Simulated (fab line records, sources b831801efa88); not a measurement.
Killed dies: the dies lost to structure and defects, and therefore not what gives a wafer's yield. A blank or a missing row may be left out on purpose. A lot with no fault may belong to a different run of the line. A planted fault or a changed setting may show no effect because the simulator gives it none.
A lot that was struck, set against a sound lot | flow sky130 | 15 steps out of a route of 708
Sound: wafers L510.1, L510.3, L510.6. Struck: wafers L504.1, L504.5, L504.6. The cause is named last.
Per side, at each step with rows, come the tool, then ch with its chambers, and then its first start. Under that, the readings that differ: sound wafers | struck wafers | difference of the means | sigmas: that difference in standard deviations of wafers without a fault.
alike: words and numbers the same on both sides, and readings whose means are apart by under 2 such deviations; not compared: readings that were withheld, readings missing a value for some wafer, numbers with overlapping values and no deviation given by the record, and bounds like >300 which may hide the same value.
A row with sigmas, a row that says differs or no value, or rows on one side alone: a step with any of these is where the two part. Numbers that don't overlap but have no deviation are shown without sigmas and don't part them. A reading missing from all wafers of one side parts the sides only when that side holds two or more wafers.

first, 5 steps without rows for these wafers: SKY_LI_CONTACT_COAT_07 (resist thk 450 nm); SKY_LI_CONTACT_SOFTBAKE_08 (time 90 s); SKY_LI_CONTACT_EXPOSE_09 (exposes mask LICM1, target cd 170 nm); SKY_LI_CONTACT_PEB_10; SKY_LI_CONTACT_DEVELOP_11 (develop time 60 s).
SKY_LI_CONTACT_CD_MEAS_12 targets a cd of 170 nm.
  sound on cd_sem-02, day 35 13:12; struck on cd_sem-01, day 34 18:37
  alike: cd_nm
SKY_LI_CONTACT_OVL_MEAS_13:
  sound on overlay-02, day 35 13:19; struck on overlay-02, day 34 18:44
  alike: LI_CONTACT_OVL
SKY_LI_CONTACT_ETCH_14: etches BARC in N2/H2, stops on SiO2, time 45.9 s, target depth 60 nm.
  sound on rie_diel-03 ch 0,2, day 35 13:22; struck on rie_diel-01 ch 0,3, day 34 18:46
  alike: drypump_motor_current_A, oes_product_au, throttle_valve_pct
  not compared: rf_hours_counter_h
SKY_LI_CONTACT_ETCH_15: etches PSG in C4F8/O2/Ar, stops on Si, target depth 600 nm.
  sound on rie_diel-03 ch 0,2, day 35 13:24; struck on rie_diel-01 ch 0,3, day 34 18:48
  alike: oes_product_au
SKY_LI_CONTACT_STRIP_16: strips in O2/N2.
  sound on plasma_asher-01 ch 0,1, day 35 13:29; struck on plasma_asher-03 ch 0,1, day 34 18:53
  alike: drypump_motor_current_A, o2_flow_sccm, oes_product_au, strip_time_to_endpoint_s
  not compared: rf_hours_counter_h
then, 2 steps without rows for these wafers: SKY_LI_CONTACT_CLEAN_17 (cleans in NMP, time 600 s); SKY_LI_CONTACT_PRE_CLEAN_18 (time 5.6 s).
SKY_LI_CONTACT_SPUTTER_19: material Ti, target thk 20 nm, time 106.37 s.
  sound on pvd_sputter-02, day 35 13:47; struck on pvd_sputter-01, day 34 19:11
  no value came back on the struck wafers for cathode_dc_power_W (W), chamber_pressure_pa (Pa), throttle_valve_pct (%); on the sound wafers cathode_dc_power_W (W) reads 2499.9 2499.8 2500.0
SKY_LI_CONTACT_SPUTTER_20: material TiN, target thk 20 nm, time 80 s.
  sound on pvd_sputter-02, day 35 13:52; struck on pvd_sputter-01, day 34 19:16
  alike: cathode_dc_power_W, chamber_pressure_pa, throttle_valve_pct
-- here the record skips 15 days between the struck wafers' starts before and after, leaving off in module LI_CONTACT and picking up in module PAD_OPEN (first step shown: number 708 of the route) --
SKY_PAD_OPEN_PROBE_99:
  sound on prober-01, day 50 08:58; struck on prober-01, day 49 17:56
  reading            | sound     | struck      | difference | sigmas
  killed_at_contacts | 26 21 27  | 440 443 431 | +413       | +86
  killed_dies        | 105 87 97 | 492 492 492 | +396       | +46
  killed_on_rim      | 32 17 22  | 96 96 96    | +72        | +18
  alike: killed_at_M0_to_M3, killed_at_M4_up, killed_at_front_end, killed_at_other, killed_open, killed_short

== WHERE THEY PART ==
Earliest at SKY_LI_CONTACT_SPUTTER_19; latest, in this record, at SKY_PAD_OPEN_PROBE_99.

WHY: what had been put in by the simulator
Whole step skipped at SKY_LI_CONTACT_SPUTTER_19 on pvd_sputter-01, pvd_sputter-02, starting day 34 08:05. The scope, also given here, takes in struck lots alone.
